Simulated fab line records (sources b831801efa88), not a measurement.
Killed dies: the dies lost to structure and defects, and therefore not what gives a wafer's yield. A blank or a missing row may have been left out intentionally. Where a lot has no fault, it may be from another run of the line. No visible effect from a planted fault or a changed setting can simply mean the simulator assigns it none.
Problem report, 8D (eight disciplines) form, completed by code || flow gf180mcu || the parts of the form that need people (team, actions taken, sign-off) are left out

## 1. WHAT IS WRONG
Mean DNWELL_TW at GF_DNWELL_TW_MEAS_09: 1474 over 6 wafers in 2 lots; fault-free wafers: 1355, standard deviation 13. That is +9.1 standard deviations from the usual mean.
Earliest sighting: wafer L681.3 on filmMetro-01 at day 7 18:10. The record holds 39 wafers of 13 lots with a number at this step. Rule for "out" (also "out of limits"): further than 4 standard deviations from the usual mean. The other wafers with a number count as sound.

## 2. WHAT IT IS, WHAT IT ISN'T
{"question": "which readings at this step", "is": "DNWELL_TW", "is not": "-"}
{"question": "which lots", "is": "L681, L682", "is not": "L659, L660, L662, L664, L665, L668, L669, L671, L672, L674, L675"}
{"question": "which wafers of those lots", "is": "all that have a number", "is not": "-"}
{"question": "read on which gauges", "is": "filmMetro-01, filmMetro-02", "is not": "filmMetro-03"}
{"question": "when", "is": "from day 7 18:10", "is not": "up to then (33 sound wafers)"}

## 3. THE SUSPECTS, EACH WITH WHAT RULES IT OUT
Counting: a tool at a process step up to the reading stays a suspect if it ran every lot that is out and no sound lot after the first of them.
- the gauge at GF_DNWELL_TW_MEAS_09 has been ruled out. 2 gauges (filmMetro-01, filmMetro-02) read the wafers that are out.
- implanter-01 at GF_DNWELL_IMPLANT_07: kept. Every lot that is out went through it, starting with L681 (day 7 17:56), and after that it ran no sound lot; the last sound lot it ran before then is L675 (day 6 09:32). Out on those wafers are its own readings of beamOnS, faradayCurrentUA.
Left after counting: implanter-01 at GF_DNWELL_IMPLANT_07.

## 4. THE CAUSE (what the simulator had put in)
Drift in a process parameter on implanter-01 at GF_DNWELL_IMPLANT_07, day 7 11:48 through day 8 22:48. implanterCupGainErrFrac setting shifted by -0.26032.
This tool alone remained once counting was done.

## 5. THE CHAIN OF EFFECTS, in route order
One row per reading whose mean, taken over the struck wafers that have a number, lies over 3 standard deviations from the usual. Scope: only readings with a usual standard deviation given in the record; hours: median across lots of the time from each lot's start at the first step in this table that gives one to its start at this step; sigmas: change in usual standard deviations.
{"hours": 0, "step": "GF_DNWELL_IMPLANT_07", "reading": "beamOnS", "usual": "10.00 s", "on struck wafers": 13.46, "change": "+3.46", "sigmas": "+17"}
{"hours": 0, "step": "GF_DNWELL_IMPLANT_07", "reading": "faradayCurrentUA", "usual": 56.4, "on struck wafers": 41.9, "change": -14.5, "sigmas": -13}
{"hours": 0, "step": "GF_DNWELL_TW_MEAS_09", "reading": "DNWELL_TW", "usual": 1355, "on struck wafers": 1474, "change": "+119", "sigmas": "+9.1"}
Here are the process steps it includes:
- GF_DNWELL_IMPLANT_07
At these later measuring or inspecting steps, every struck wafer for which the step has a row has a number for every such reading, and none has moved that far: GF_VT_IMPLANT_OVL_MEAS_07.

## 6. HOW IT WOULD HAVE BEEN CAUGHT EARLIER
Counted from the fault's start at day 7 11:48, it took 6 hours until the first out-of-limits reading at a measuring or inspecting step in this record, taken at day 7 18:10.
Tool's own readings at GF_DNWELL_IMPLANT_07, beamOnS, faradayCurrentUA: out on all struck wafers the step has rows for; an alarm limit on them would have tripped on the first.
Of the lots that are out (2), L682 began GF_DNWELL_IMPLANT_07 on implanter-01 after day 7 18:10. It would have been spared by a hold on the tool at that moment.
